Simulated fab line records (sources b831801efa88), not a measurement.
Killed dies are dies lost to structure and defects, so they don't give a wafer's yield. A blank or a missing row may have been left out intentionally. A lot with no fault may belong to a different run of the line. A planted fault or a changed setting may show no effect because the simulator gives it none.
Problem report in the 8D (eight disciplines) form, filled by code    flow sfqLine    the parts of the form that need people (team, actions taken, sign-off) are left out

## 1. THE PROBLEM
Wafers without a fault read 1000 C, standard deviation 0.091; tubeCenterTempC at SFQ_TRILAYER_INCOMING_OXIDATION_002 reads a mean of 991 C on 6 wafers belonging to 2 lots. That is -99 standard deviations from the usual mean.
The step: target thk 500 nm, ox time 4939 s.
First seen on wafer L614.2, day 3 17:07, on furnace-01. The record holds 33 wafers of 11 lots with a number at this step. The rule behind "out" and "out of limits": a value lying over 4 standard deviations away from the usual mean. All remaining wafers that have a number are taken as sound.

## 2. WHAT THIS IS AND IS NOT
question                     is                                                                                     is not
which readings at this step  tubeCenterTempC, spikeTcCentreC, spikeTcLowerC, spikeTcUpperC, tube_center_temp_C_max  -
which lots                   L614, L616                                                                             L603, L604, L605, L606, L607, L619, L621, L623, L625
which wafers of those lots   all that have a number                                                                 -
read on which tools          furnace-01                                                                             furnace-02
when                         from day 3 17:07                                                                       up to then (15 sound wafers); but 12 sound wafers of L619, L621, L623, L625 came after

## 3. THE SUSPECTS, EACH WITH WHAT RULES IT OUT
Counting: a tool at any process step up to the reading remains a suspect when it ran all the lots that are out and ran no sound lot after the first of those.
- furnace-01 at SFQ_TRILAYER_INCOMING_OXIDATION_002 (target thk 500 nm, ox time 4939 s): kept. Every lot that is out went through it, starting with L614 (day 3 17:07), and after that it ran no sound lot; the last sound lot it ran before then is L606 (day 2 01:07). Its own readings are out on those wafers: spikeTcCentreC, spikeTcLowerC, spikeTcUpperC, tubeCenterTempC, tube_center_temp_C_max.
The count leaves furnace-01 at SFQ_TRILAYER_INCOMING_OXIDATION_002.

## 4. THE CAUSE (what the simulator had put in)
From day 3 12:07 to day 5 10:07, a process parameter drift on furnace-01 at SFQ_TRILAYER_INCOMING_OXIDATION_002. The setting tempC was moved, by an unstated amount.
This tool alone remained once counting was done.

## 5. THE CHAIN OF EFFECTS, in route order
Rows list readings where the struck wafers' mean (over those with a number) sits beyond 3 standard deviations from the usual. Only readings whose record carries a usual standard deviation are examined. hours: median over the lots of the time between each lot's start at the first step of this table that gives one and its start at this step. sigmas: the change, counted in usual standard deviations.
hours  step                                 reading                 usual     on struck wafers  change  sigmas
0      SFQ_TRILAYER_INCOMING_OXIDATION_002  spikeTcBottomC          1015.8 C  1004.7            -11.1   -4.3
0      SFQ_TRILAYER_INCOMING_OXIDATION_002  spikeTcCentreC          1000.3 C  992.9             -7.4    -5.3
0      SFQ_TRILAYER_INCOMING_OXIDATION_002  spikeTcLowerC           1000.0 C  991.3             -8.7    -9.0
0      SFQ_TRILAYER_INCOMING_OXIDATION_002  spikeTcUpperC           999.5 C   991.2             -8.3    -8.3
0      SFQ_TRILAYER_INCOMING_OXIDATION_002  tubeCenterTempC         1000 C    991               -9      -99
0      SFQ_TRILAYER_INCOMING_OXIDATION_002  tube_center_temp_C_max  1002.6    993.3             -9.3    -22
Process steps it contains:
- SFQ_TRILAYER_INCOMING_OXIDATION_002: target thk 500 nm, ox time 4939 s.
Later measuring or inspecting steps at which every struck wafer that the step has a row for has a number for every such reading, and none has moved that far: SFQ_I2_OVL_MEAS_918, SFQ_M4_RS_MEAS_924.

## 6. HOW IT WOULD HAVE BEEN CAUGHT EARLIER
In this record the first reading out of limits was taken at day 3 17:07, 5 hours after the fault began at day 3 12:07.
